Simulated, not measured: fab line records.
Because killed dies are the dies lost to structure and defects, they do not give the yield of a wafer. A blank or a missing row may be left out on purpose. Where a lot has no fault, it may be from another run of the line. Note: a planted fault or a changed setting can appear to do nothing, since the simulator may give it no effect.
fab line records ; flow sky130
[record] lots = 4; wafers = 12; lastDay = 49
route steps=708 shown LOCAL_INTERCONNECT@400 CONTACT@406 PAD_OPEN@708
lots with no fault: from the same line, run without faults
startH: the number of hours between the record's first day and the start of the first shown wafer of the lot ; waitH: how many hours have passed since the lot's step before this one ; " repeats the value in the row above ; L1.1+2: a row that stands for several wafers ; - no value present, or no start provided ; * or withheld: withheld ; < > ~ a bound
route shown NAME@n: names a module that has steps shown in the file, with the first one's number in the route ; usual: mean and standard deviation over wafers with no fault ; same: alike in all rows ; chamber/n: place in a boat ; sites: the reading at each site ; _std_site: how widely they spread, as a standard deviation ; _edge_site: mean of outer sites minus mean of inner sites ; radiusMm: for every site, how far away it sits from the centre of the wafer ; mask NAME#n: copy n ; behind: the tool/chamber that last shaped the wafer ; hold: what put the lot on hold/how long, in hours/how the hold closed ; device: the n, p or np transistor that did not switch ; end of line: at the end of the route, the tests of the same wafers ; a step with no rows: only its recipe ; killed: the dies lost at the first sort to structure and to defects; this is not the yield of the wafer ; map: per-die view of a wafer (x killed, . not killed, _ where there is no die)
set.NAME: the setting as run; set.NAME@STEP: as run at that earlier step ; model.NAME: the simulator's own value behind a step, which no gauge read
a table for each step, a row for each wafer; lots at some steps of the route
services: when a tool's chamber went out of use (startH, in hours from the record's first day, below 0 if earlier), for how many hours, and the reason
[[steps]]
[step SKY_LOCAL_INTERCONNECT_ETCH_13]
[recipe] chemistry = N2/H2; target = BARC; ionEnergyEv = 200; biasW = 100; pressureMtorr = 30; n2FlowSccm = 100; h2FlowSccm = 200; icpW = 500; stopOn = SiO2; timeS = 45.9; targetDepthA = 600
[step SKY_LOCAL_INTERCONNECT_METAL_ETCH_14]
[recipe] targetDepthNm = 110; stopOn = PSG; chemistry = Cl2/BCl3; target = TiN; resistSidewallDeg = 88; pressureMtorr = 10; icpW = 900; biasW = 48.5; Cl2_flow_sccm = 60; bcl3FlowSccm = 30; timeS = 31.4
[step SKY_LOCAL_INTERCONNECT_STRIP_15]
[recipe] chemistry = O2/N2; powerW = 1400; pressureMtorr = 1500; platenTempC = withheld; o2FlowSccm = 3000; n2FlowSccm = 300; overashFraction = 0.5
[step SKY_LOCAL_INTERCONNECT_STRIP_16]
[recipe] chemistry = postEtchResidueRemover; timeS = 1200; tempC = 72.5
[step SKY_LOCAL_INTERCONNECT_CLEAN_17]
[recipe] chemistry = IPA; timeS = 180; tempC = 25
[step SKY_LOCAL_INTERCONNECT_CLEAN_18]
[recipe] chemistry = O3/DIW; dry = n2Spin
[step SKY_CONTACT_CVD_00]
[recipe] material = Si3N4; targetThkNm = 75; tempC = 400; timeS = withheld; rfW = 450
[step SKY_CONTACT_HDPCVD_02]
[recipe] material = SiO2; targetThkNm = 565; sigmaOpenFrac = 0.3; timeS = 94.2; tempC = 600; sih4FlowSccm = 60; pressureMtorr = 6
[step SKY_CONTACT_CMP_04]
[recipe] material = SiO2; downForcePsi = 4; platenRpm = 60; padVelocityMS = 0.94248
[usual] edgeZonePressureFrac = 1.000/0.0049; headPressurePsi = 4.000/0.0094; motorCurrentA = 12.5/1.2; timeToEndpointS = 81/3.8
lot.wafer;tool;chamber;startH;waitH;edgeZonePressureFrac;headPressurePsi;motorCurrentA;timeToEndpointS;model.SiO2_of_CONTACT_HDPCVD_02.thkNm
L747.3;cmp-02;2;714.10;0.1;0.991;4.014;12.6;84;339.3
L747.6;cmp-02;0;714.10;0.1;0.993;4.001;11.0;81;339.5
L747.5;cmp-02;1;714.10;0.1;1.001;4.014;14.0;86;339.5
L757.4;cmp-02;2;809.32;0.1;-;-;-;-;559.2
L757.5;cmp-02;0;809.32;0.1;-;-;-;-;557.8
L757.6;cmp-02;1;809.32;0.1;-;-;-;-;561.7
L758.2;cmp-02;3;812.42;0.1;-;-;-;-;558.2
L758.6;cmp-02;1;812.42;0.1;-;-;-;-;552.1
L758.5;cmp-02;2;812.42;0.1;-;-;-;-;561.1
L765.2;cmp-02;1;857.47;0.0;1.003;3.994;13.0;83;339.4
L765.1;cmp-02;0;857.47;0.0;0.998;3.988;10.9;82;338
L765.5;cmp-02;2;857.47;0.0;0.993;4.001;12.6;79;340.2
[step SKY_CONTACT_BOW_MEAS_05]
[recipe] mode = bow
[usual] CONTACT_BOW = 80/6.2
lot.wafer;tool;chamber;startH;waitH;CONTACT_BOW[um]
L747.3;filmMetro-04;-;714.34;0.2;76
L747.5;filmMetro-04;-;714.34;0.2;86
L747.6;filmMetro-04;-;714.34;0.2;89
L757.4;filmMetro-01;-;809.58;0.2;104
L757.5;filmMetro-01;-;809.58;0.2;88
L757.6;filmMetro-01;-;809.58;0.2;100
L758.2;filmMetro-01;-;812.64;0.2;96
L758.5;filmMetro-01;-;812.64;0.2;95
L758.6;filmMetro-01;-;812.64;0.2;104
L765.1;filmMetro-04;-;857.77;0.1;75
L765.2;filmMetro-04;-;857.77;0.1;91
L765.5;filmMetro-04;-;857.77;0.1;81
[step SKY_CONTACT_DEHYDRATE_06]
[recipe] tempC = 200; timeS = 60
[step SKY_CONTACT_HMDS_07]
[recipe] primeTimeS = 60; primeTempC = 120
[step SKY_CONTACT_COAT_08]
[recipe] resist = BARC; tempC = withheld; timeS = withheld; spinRpm = 3000; resistThkNm = 60
[step SKY_CONTACT_COAT_09]
[recipe] resist = KrF-thick; spinRpm = 3000; resistThkNm = 450
[step SKY_CONTACT_SOFTBAKE_10]
[recipe] tempC = 100; timeS = 90; resist = KrF-thick
[step SKY_CONTACT_EXPOSE_11]
[recipe] maskId = CTM1; na = 0.8; sourceShape = annular; sigmaInner = 0.55; sigmaOuter = 0.85; targetCdNm = 170; doseMj = 38
[step SKY_CONTACT_PEB_12]
[recipe] pebTempC = withheld; pebTimeS = withheld; resist = KrF-thick
[step SKY_CONTACT_DEVELOP_13]
[recipe] developTimeS = 60; resist = KrF-thick; devTempC = 21
[step SKY_CONTACT_ETCH_16]
[recipe] chemistry = N2/H2; target = BARC; ionEnergyEv = 200; sourceW = 500; biasW = 100; pressureMtorr = 30; n2FlowSccm = 100; h2FlowSccm = 200; stopOn = SiO2; timeS = 45.9; targetDepthA = 600
[step SKY_CONTACT_ETCH_17]
[recipe] target = SiO2; chemistry = C4F8/O2/Ar; stopOn = Si3N4; maskMaterial = KrF-thick; sourceW = 1500; biasW = 1200; pressureMtorr = 40; c4f8FlowSccm = withheld; O2_flow_sccm = 6; Ar_flow_sccm = 300; timeS = withheld; targetDepthA = 3400
[usual] oesProductAu = 0.892/0.0046
lot.wafer;tool;chamber;startH;waitH;oesProductAu;model.etch.depthNm;model.CONTACT.featureDepthNm
L747.3;rieDiel-04;2;747.99;0.0;0.885;339.3;339.3
L747.5;rieDiel-04;2;747.99;0.0;0.893;339.5;339.5
L747.6;rieDiel-04;0;747.99;0.0;0.889;339.5;339.5
L757.4;rieDiel-02;3;835.98;0.0;1.604;402.5;402.5
L757.5;rieDiel-02;2;835.98;0.0;1.612;405.3;405.3
L757.6;rieDiel-02;3;835.98;0.0;1.588;398.8;398.8
L758.2;rieDiel-02;0;839.49;0.0;1.626;410.8;410.8
L758.5;rieDiel-02;3;839.49;0.0;1.601;402.6;402.6
L758.6;rieDiel-02;2;839.49;0.0;1.599;402.5;402.5
L765.1;rieDiel-02;2;883.74;0.0;0.895;338;338
L765.2;rieDiel-02;3;883.74;0.0;0.877;339.4;339.4
L765.5;rieDiel-02;2;883.74;0.0;0.892;340.2;340.2
[step SKY_CONTACT_ETCH_18]
[recipe] target = Si3N4; chemistry = CHF3/O2; stopOn = TiN; sourceW = 600; biasW = 200; pressureMtorr = 40; chf3FlowSccm = 50; O2_flow_sccm = 5; timeS = 39; targetDepthA = 750
[step SKY_CONTACT_STRIP_19]
[recipe] chemistry = O2/N2; powerW = 1400; pressureMtorr = 1500; platenTempC = withheld; o2FlowSccm = 3000; n2FlowSccm = 300; overashFraction = 0.5
[step SKY_CONTACT_STRIP_20]
[recipe] chemistry = postEtchResidueRemover; timeS = 1200; tempC = 72.5
[step SKY_CONTACT_CLEAN_21]
[recipe] chemistry = IPA; timeS = 180; tempC = 25
[step SKY_CONTACT_CLEAN_22]
[recipe] chemistry = O3/DIW; dry = n2Spin
[step SKY_CONTACT_SPUTTER_23]
[recipe] material = TiN; targetThkNm = 20; chamberPressurePa = 5; powerW = 4000; timeS = 80
[step SKY_CONTACT_CVD_24]
[recipe] material = W; targetThkNm = 340; timeS = 102.12; tempC = 400; pressureTorr = 40
[step SKY_CONTACT_CMP_27]
[recipe] stopOn = SiO2; tOverpolishS = 15; downForcePsi = 3.5; platenRpm = 60; targetThkNm = 0; padVelocityMS = 0.94248
[usual] edgeZonePressureFrac = 1.000/0.0046; headPressurePsi = 3.501/0.0082; motorCurrentA = 11.7/1.2
lot.wafer;tool;chamber;startH;waitH;edgeZonePressureFrac;headPressurePsi;motorCurrentA;model.SiO2_of_CONTACT_HDPCVD_02.thkNm
L747.3;cmp-02;0;749.06;0.0;1.001;3.500;10.0;336.1
L747.6;cmp-02;0;749.06;0.0;1.001;3.500;9.8;336.3
L747.5;cmp-02;1;749.06;0.0;0.996;3.511;13.1;336.3
L757.4;cmp-01;2;837.18;0.2;1.002;3.485;13.2;556
L757.5;cmp-01;3;837.18;0.2;1.001;3.497;11.8;554.7
L757.6;cmp-01;0;837.18;0.2;0.995;3.501;10.6;558.5
L758.2;cmp-01;1;840.63;0.1;1.000;3.502;11.6;555
L758.6;cmp-01;3;840.63;0.1;0.999;3.504;11.9;548.9
L758.5;cmp-01;0;840.63;0.1;1.004;3.490;10.3;557.9
L765.2;cmp-01;2;884.77;0.0;1.004;3.500;13.6;336.2
L765.1;cmp-01;0;884.77;0.0;1.002;3.487;10.6;334.8
L765.5;cmp-01;2;884.77;0.0;1.001;3.503;14.9;337
[step SKY_PAD_OPEN_PROBE_99]
[usual] killed_at_M0_to_M3 = 42/7.6; killed_at_M4_up = 2.9/1.7; killedAtContacts = 24/5.1; killedAtFrontEnd = 15/4; killedAtOther = 0.2/0.38; killedDies = 84/9.9; killedOnRim = 16/4; killedOpen = 46/7.2; killedShort = 38/6.6
[same] grossDies = 492; killedAtBackSide = 0
lot.wafer;tool;chamber;startH;waitH;killed_at_M0_to_M3;killed_at_M4_up;killedAtContacts;killedAtFrontEnd;killedAtOther;killedDies;killedOnRim;killedOpen;killedShort
L757.4;prober-01;-;1153.41;0.2;52;4;426;10;0;492;96;45;49
L757.5;prober-01;-;1153.46;0.2;48;2;429;13;0;492;96;43;44
L757.6;prober-01;-;1153.51;0.2;43;3;434;12;0;492;96;48;31
L758.2;prober-02;-;1156.00;0.1;38;4;438;11;1;492;96;49;38
L758.5;prober-02;-;1156.15;0.2;45;3;430;14;0;492;96;56;31
L758.6;prober-02;-;1156.20;0.2;46;2;432;12;0;492;96;55;25
// killed by level:class
L757.4 CONTACT:areaCmp=207 CONTACT:areaEtch=191 VIA1:geometricParticle:open=10 VIA2:geometricParticle:open=9 CONTACT:geometricParticle:short=7 METAL1:geometricParticle:short=7 METAL2:geometricParticle:short=7 LI_CONTACT:geometricParticle:open=6
L757.5 CONTACT:areaCmp=205 CONTACT:areaEtch=200 VIA1:geometricParticle:open=9 METAL2:geometricParticle:short=8 LI_CONTACT:geometricParticle:open=6 CONTACT:geometricParticle:open=6 METAL1:geometricParticle:short=6 VIA1:geometricParticle:short=6
L757.6 CONTACT:areaCmp=217 CONTACT:areaEtch=196 VIA1:geometricParticle:open=10 LI_CONTACT:geometricParticle:open=8 VIA2:geometricParticle:open=7 VIA3:geometricParticle:open=6 CONTACT:geometricParticle:open=6 METAL2:geometricParticle:short=5
L758.2 CONTACT:areaCmp=207 CONTACT:areaEtch=198 LI_CONTACT:geometricParticle:open=11 CONTACT:geometricParticle:open=10 CONTACT:geometricParticle:short=8 VIA1:geometricParticle:short=7 VIA1:geometricParticle:open=7 VIA3:geometricParticle:open=6
L758.5 CONTACT:areaEtch=210 CONTACT:areaCmp=195 VIA1:geometricParticle:open=13 LI_CONTACT:geometricParticle:open=8 CONTACT:geometricParticle:open=7 VIA1:geometricParticle:short=7 VIA2:geometricParticle:open=7 VIA3:geometricParticle:open=5
L758.6 CONTACT:areaCmp=211 CONTACT:areaEtch=201 VIA3:geometricParticle:open=12 VIA1:geometricParticle:open=12 CONTACT:geometricParticle:open=9 POLY_GATE:geometricParticle:open=7 METAL1:geometricParticle:short=5 METAL2:geometricParticle:short=4
// map L757.4 (x killed, . not)
__________xxxxxxxxxx_________
________xxxxxxxxxxxxxx_______
______xxxxxxxxxxxxxxxxxx_____
_____xxxxxxxxxxxxxxxxxxxx____
____xxxxxxxxxxxxxxxxxxxxxx___
___xxxxxxxxxxxxxxxxxxxxxxxx__
__xxxxxxxxxxxxxxxxxxxxxxxxxx_
_xxxxxxxxxxxxxxxxxxxxxxxxxxxx
_xxxxxxxxxxxxxxxxxxxxxxxxxxxx
_xxxxxxxxxxxxxxxxxxxxxxxxxxxx
_xxxxxxxxxxxxxxxxxxxxxxxxxxxx
_xxxxxxxxxxxxxxxxxxxxxxxxxxxx
_xxxxxxxxxxxxxxxxxxxxxxxxxxxx
_xxxxxxxxxxxxxxxxxxxxxxxxxxxx
_xxxxxxxxxxxxxxxxxxxxxxxxxxxx
__xxxxxxxxxxxxxxxxxxxxxxxxxx_
___xxxxxxxxxxxxxxxxxxxxxxxx__
____xxxxxxxxxxxxxxxxxxxxxx___
_____xxxxxxxxxxxxxxxxxxxx____
______xxxxxxxxxxxxxxxxxx_____
________xxxxxxxxxxxxxx_______
__________xxxxxxxxxx_________
// map L758.2 (x killed, . not)
__________xxxxxxxxxx_________
________xxxxxxxxxxxxxx_______
______xxxxxxxxxxxxxxxxxx_____
_____xxxxxxxxxxxxxxxxxxxx____
____xxxxxxxxxxxxxxxxxxxxxx___
___xxxxxxxxxxxxxxxxxxxxxxxx__
__xxxxxxxxxxxxxxxxxxxxxxxxxx_
_xxxxxxxxxxxxxxxxxxxxxxxxxxxx
_xxxxxxxxxxxxxxxxxxxxxxxxxxxx
_xxxxxxxxxxxxxxxxxxxxxxxxxxxx
_xxxxxxxxxxxxxxxxxxxxxxxxxxxx
_xxxxxxxxxxxxxxxxxxxxxxxxxxxx
_xxxxxxxxxxxxxxxxxxxxxxxxxxxx
_xxxxxxxxxxxxxxxxxxxxxxxxxxxx
_xxxxxxxxxxxxxxxxxxxxxxxxxxxx
__xxxxxxxxxxxxxxxxxxxxxxxxxx_
___xxxxxxxxxxxxxxxxxxxxxxxx__
____xxxxxxxxxxxxxxxxxxxxxx___
_____xxxxxxxxxxxxxxxxxxxx____
______xxxxxxxxxxxxxxxxxx_____
________xxxxxxxxxxxxxx_______
__________xxxxxxxxxx_________
[[services]]
tool;chamber;startH;hours;kind
rieDiel-04;0;694.12;15.8;repair
cmp-01;-;694.52;0.4;repair
rieDiel-04;1;712.95;76.1;repair
cmp-01;-;733.63;9.0;pm
rieDiel-02;3;736.41;-;clean
rieDiel-02;3;736.41;21.1;scheduledDown
rieDiel-02;3;736.41;21.1;ventCycle
cmp-01;-;744.00;4.0;pm
cmp-01;-;748.00;-;consumableReplace:conditioner
cmp-01;-;748.00;-;consumableReplace:pad
cmp-01;-;750.34;0.9;repair
cmp-01;-;751.35;20.8;repair
cmp-01;-;782.50;1.8;repair
rieDiel-02;3;793.05;4.7;repair
cmp-02;-;796.42;4.6;repair
rieDiel-04;0;813.87;4.2;repair
rieDiel-04;1;814.40;4.0;repair
cmp-02;-;824.73;0.3;repair
cmp-02;-;828.86;4.7;pm
rieDiel-04;2;830.99;3.2;repair
rieDiel-04;0;853.94;8.6;repair
rieDiel-04;0;865.71;4.8;repair
cmp-02;-;865.82;0.8;repair
rieDiel-02;0;866.96;3.0;repair
[[key]]
[firstSign] step = SKY_CONTACT_CMP_04; reading = toolRecord; direction = missing
[effect] step = SKY_CONTACT_BOW_MEAS_05; reading = CONTACT_BOW; direction = up; sigmas = 2.9; usual = 80; struck = 98
[effect] step = SKY_CONTACT_ETCH_17; reading = oesProductAu; direction = up; sigmas = 99+; usual = 0.892; struck = 1.605
[effect] step = SKY_PAD_OPEN_PROBE_99; reading = killedAtContacts; direction = up; sigmas = 80; usual = 24; struck = 432
[modelEffect] step = SKY_CONTACT_CMP_04; value = SiO2_of_CONTACT_HDPCVD_02.thkNm; without = 340.4; struck = 558.4
[modelEffect] step = SKY_CONTACT_ETCH_17; value = etch.depthNm; without = 340.4; struck = 403.8
[modelEffect] step = SKY_CONTACT_CMP_27; value = SiO2_of_CONTACT_HDPCVD_02.thkNm; without = 337.2; struck = 555.2
[moreKillsBornAt] SKY_CONTACT_CMP_04@cmp-02 = 1232; SKY_CONTACT_ETCH_18@rieDiel-02 = 1196
metAt SKY_CONTACT_CMP_04
struckWafers L757.4,L757.5,L757.6,L758.2,L758.5,L758.6
laterRowsLeftOut L757.4,L757.5,L757.6,L758.2,L758.5,L758.6
testerLeftOut L757,L758
onsetBetween 714.10 809.32
[fault] kind = skippedStepWhole; tool = cmp-02; chamber = -; onsetH = 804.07; steps = SKY_CONTACT_CMP_04; scope = struckLotsOnly
// testerLeftOut: of these lots the tester's yield and bins aren't shown, on N5 and GAA mostly nor the transistor test; their killed dies are dies lost to structure and defects alone, not to doping, threshold or leakage, so they don't give the yield
// laterRowsLeftOut: the simulator's readings of these wafers behind a module that went badly wrong aren't trusted and aren't shown, but for the sort
